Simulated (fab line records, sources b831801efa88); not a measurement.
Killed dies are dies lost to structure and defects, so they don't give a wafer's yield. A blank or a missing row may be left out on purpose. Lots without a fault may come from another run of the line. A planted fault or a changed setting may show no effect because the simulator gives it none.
fab line records | flow sky130
record lots=7 wafers=21 last_day=50
route steps=708 shown NWELL@61
lots that met no fault: from a run of the same line without faults
start_h: hours from the record's first day to the start of the lot's first wafer shown | wait_h: hours since the lot's step before | " the same as in the row above | L1.1+2: a row that stands for several wafers | - no value, or no start given | * or withheld: withheld | < > ~ a bound
route shown NAME@n: a module of which the file shows steps, and the number in the route of the first | usual: mean/standard deviation of fault-free wafers | same: alike in all rows | chamber/n: place in a boat | sites: the reading at each site | _std_site: their standard deviation | _edge_site: outer sites' mean less inner sites' | radius_mm: how far each site lies from the wafer's centre | mask NAME#n: copy n | behind: the tool/chamber that last shaped the wafer | hold: why the lot was held/for how many hours/how that ended | device: the transistor (n, p or np) that didn't switch | end of line: the same wafers' tests at the end of the route | a step without rows: its recipe alone | killed: dies lost to structure and defects at the first sort, not the wafer's yield | map: a wafer's dies, x killed, . not, _ none there
set.NAME: the setting as run; set.NAME@STEP: as run at that earlier step | model.NAME: the simulator's own value behind a step, which no gauge read
lots at some steps of the route; a table a step, a row a wafer
services: from which hour (start_h, from the record's first day; less than 0 if before it) a tool's chamber was out of use, for how many hours, and why
## steps
# step SKY_NWELL_PEB_08
# recipe temp_c=115 time_s=withheld
# step SKY_NWELL_DEVELOP_09
# recipe wall_angle_deg=90 developer=TMAH develop_time_s=60 dev_temp_c=23
# step SKY_NWELL_OVL_MEAS_10
# usual NWELL_00_OVL=-0.6/1.5
# columns lot.wafer tool chamber start_h wait_h NWELL_00_OVL[nm]
L723.3 overlay-02 - 110.73 - -1.9
L723.4 " - " " -1.0
L723.5 " - " " -1.5
L730.3 overlay-01 - 149.23 - -1.9
L730.4 " - " " -0.5
L730.6 " - " " -2.4
L731.1 overlay-01 - 154.76 - -1.8
L731.2 " - " " 0.0
L731.3 " - " " 0.5
L732.3 overlay-02 - 160.49 - -2.0
L732.4 " - " " -2.5
L732.6 " - " " -1.6
L735.1 overlay-02 - 177.48 - -3.6
L735.4 " - " " -3.0
L735.5 " - " " -1.4
L736.1 overlay-02 - 182.46 - 1.5
L736.4 " - " " 1.6
L736.6 " - " " 0.8
L740.3 overlay-01 - 210.58 - -0.6
L740.4 " - " " 0.5
L740.6 " - " " 0.2
# step SKY_NWELL_IMPLANT_11
# recipe species=P energy_kev=400 dose_cm2=1.9e+13 tilt_deg=withheld
# step SKY_NWELL_IMPLANT_12
# recipe species=P energy_kev=120 dose_cm2=1.3e+12 tilt_deg=withheld
# step SKY_NWELL_IMPLANT_13
# recipe species=P energy_kev=50 dose_cm2=7e+11 tilt_deg=withheld
# step SKY_NWELL_STRIP_14
# recipe chemistry=O2/N2 power_w=1400 pressure_mtorr=1500 platen_temp_c=withheld o2_flow_sccm=3000 n2_flow_sccm=300 overash_fraction=0.5
# usual drypump_motor_current_A=5.5/0.41 oes_product_au=0.722/0.0047 strip_time_to_endpoint_s=36.94/0.12
# columns lot.wafer tool chamber start_h wait_h drypump_motor_current_A oes_product_au rf_hours_counter_h strip_time_to_endpoint_s
L723.3 plasma_asher-02 1 111.24 0.1 5.7 0.717 - 36.94
L723.4 " 0 " " 4.9 0.725 - 37.06
L723.5 " 0 " " 5.0 0.722 - 36.96
L730.3 plasma_asher-03 0 149.74 0.1 6.1 0.722 - 36.93
L730.4 " 1 " " 5.3 0.723 - 37.03
L730.6 " 1 " " 5.3 0.722 - 36.87
L731.1 plasma_asher-02 1 155.25 0.1 5.7 0.725 35 37.16
L731.2 " 0 " " 4.9 0.719 35 37.09
L731.3 " 1 " " 5.7 0.719 - 37.00
L732.3 plasma_asher-04 1 161.00 0.1 5.3 0.715 - 36.85
L732.4 " 0 " " 5.1 0.724 - 36.97
L732.6 " 0 " " 5.1 0.724 - 36.87
L735.1 plasma_asher-02 0 177.96 0.1 5.0 0.714 38 36.92
L735.4 " 0 " " 5.0 0.735 - 36.95
L735.5 " 1 " " 5.7 0.720 - 36.96
L736.1 plasma_asher-03 1 182.95 0.1 5.3 0.728 50 36.89
L736.4 " 0 " " 6.1 0.718 - 36.84
L736.6 " 0 " " 6.1 0.729 - 36.97
L740.3 plasma_asher-02 0 211.09 0.1 4.9 0.718 - 36.89
L740.4 " 1 " " 5.7 0.722 - 36.77
L740.6 " 0 " " 4.9 0.724 - 36.92
# step SKY_NWELL_TW_MEAS_15
# usual NWELL_TW=1821/11
# columns lot.wafer tool chamber start_h wait_h NWELL_TW
L723.3 film_metro-02 - 111.32 0.1 1814
L723.4 " - " " 1815
L723.5 " - " " 1811
L730.3 film_metro-01 - 149.82 0.1 1812
L730.4 " - " " 1808
L730.6 " - " " 1819
L731.1 film_metro-02 - 155.35 0.1 1818
L731.2 " - " " 1810
L731.3 " - " " 1818
L732.3 film_metro-03 - 161.08 0.1 1833
L732.4 " - " " 1830
L732.6 " - " " 1831
L735.1 film_metro-02 - 178.06 0.1 1826
L735.4 " - " " 1828
L735.5 " - " " 1826
L736.1 film_metro-03 - 183.05 0.1 1839
L736.4 " - " " 1849
L736.6 " - " " 1837
L740.3 film_metro-02 - 211.17 0.1 1830
L740.4 " - " " 1827
L740.6 " - " " 1822
# step SKY_NWELL_DEHYDRATE_16
# recipe temp_c=200 time_s=60
# step SKY_NWELL_HMDS_17
# recipe prime_time_s=60 prime_temp_c=120
# step SKY_NWELL_COAT_18
# recipe spin_rpm=2000 resist_thk_nm=3000
# step SKY_NWELL_SOFTBAKE_19
# recipe temp_c=110 time_s=withheld
# step SKY_NWELL_EXPOSE_20
# recipe mask_id=NWM_COMPLEMENT na=0.6 source_shape=conventional sigma_outer=0.6 polarization=unpolarized target_cd_nm=840 dose_mj=260
# usual exposure_dose_mJ_cm2=259.95/0.26 focus_offset_nm=-0.1/0.51
# columns lot.wafer tool chamber start_h wait_h mask exposure_dose_mJ_cm2 focus_offset_nm
L723.3 iline_stepper-02 0 120.67 - NWM_COMPLEMENT#0 260.30 -0.3
L723.4 " 0 " " NWM_COMPLEMENT#0 259.87 0.8
L723.5 " 0 " " NWM_COMPLEMENT#0 259.73 0.0
L730.3 iline_stepper-01 - 159.77 - NWM_COMPLEMENT#0 - -
L730.4 " - " " NWM_COMPLEMENT#0 - -
L730.6 " - " " NWM_COMPLEMENT#0 - -
L731.1 iline_stepper-01 - 165.68 - NWM_COMPLEMENT#0 - -
L731.2 " - " " NWM_COMPLEMENT#0 - -
L731.3 " - " " NWM_COMPLEMENT#0 - -
L732.3 iline_stepper-02 - 171.47 - NWM_COMPLEMENT#0 - -
L732.4 " - " " NWM_COMPLEMENT#0 - -
L732.6 " - " " NWM_COMPLEMENT#0 - -
L735.1 iline_stepper-02 0 188.34 - NWM_COMPLEMENT#0 260.00 0.0
L735.4 " 0 " " NWM_COMPLEMENT#0 259.88 -0.5
L735.5 " 0 " " NWM_COMPLEMENT#0 259.57 -0.7
L736.1 iline_stepper-02 0 193.11 - NWM_COMPLEMENT#0 259.98 0.4
L736.4 " 0 " " NWM_COMPLEMENT#0 260.11 0.3
L736.6 " 0 " " NWM_COMPLEMENT#0 260.00 0.2
L740.3 iline_stepper-02 0 222.48 - NWM_COMPLEMENT#0 260.00 0.7
L740.4 " 0 " " NWM_COMPLEMENT#0 259.71 0.9
L740.6 " 0 " " NWM_COMPLEMENT#0 259.84 0.6
# step SKY_NWELL_PEB_21
# recipe temp_c=115 time_s=withheld
## services
# columns tool chamber start_h hours kind
iline_stepper-02 - 107.37 2.1 pm
plasma_asher-04 - 108.75 9.0 pm
plasma_asher-04 0 108.75 9.0 vent_cycle
plasma_asher-04 1 108.75 9.0 vent_cycle
iline_stepper-02 - 109.45 - consumable_replace:lamp
plasma_asher-04 0 117.75 - clean
plasma_asher-04 1 117.75 - clean
plasma_asher-04 - 120.03 15.6 pm
plasma_asher-02 - 145.49 0.8 repair
iline_stepper-01 - 159.97 4.3 pm
plasma_asher-04 - 190.68 2.8 pm
plasma_asher-02 - 203.49 2.8 pm
plasma_asher-04 - 219.36 8.6 pm
## key
first_sign step=SKY_NWELL_EXPOSE_20 reading=tool_record direction=missing
effect none on later readings
met_at SKY_NWELL_EXPOSE_20
struck_wafers L730.3,L730.4,L730.6,L731.1,L731.2,L731.3,L732.3,L732.4,L732.6
sort_left_out L730.3,L730.4,L730.6,L731.1,L731.2,L731.3,L732.3,L732.4,L732.6
tester_left_out L730,L731,L732
onset_between 120.67 159.77
fault kind=skipped_step_whole tool=iline_stepper-01,iline_stepper-02 chamber=- onset_h=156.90 steps=SKY_NWELL_EXPOSE_20 scope=struck_lots_only
# tester_left_out: of these lots the tester's yield and bins aren't shown, on N5 and GAA mostly nor the transistor test; their killed dies are dies lost to structure and defects alone, not to doping, threshold or leakage, so they don't give the yield
# sort_left_out: the simulated sort isn't trusted on such a fault, so these wafers' sort isn't shown, and their yield isn't known
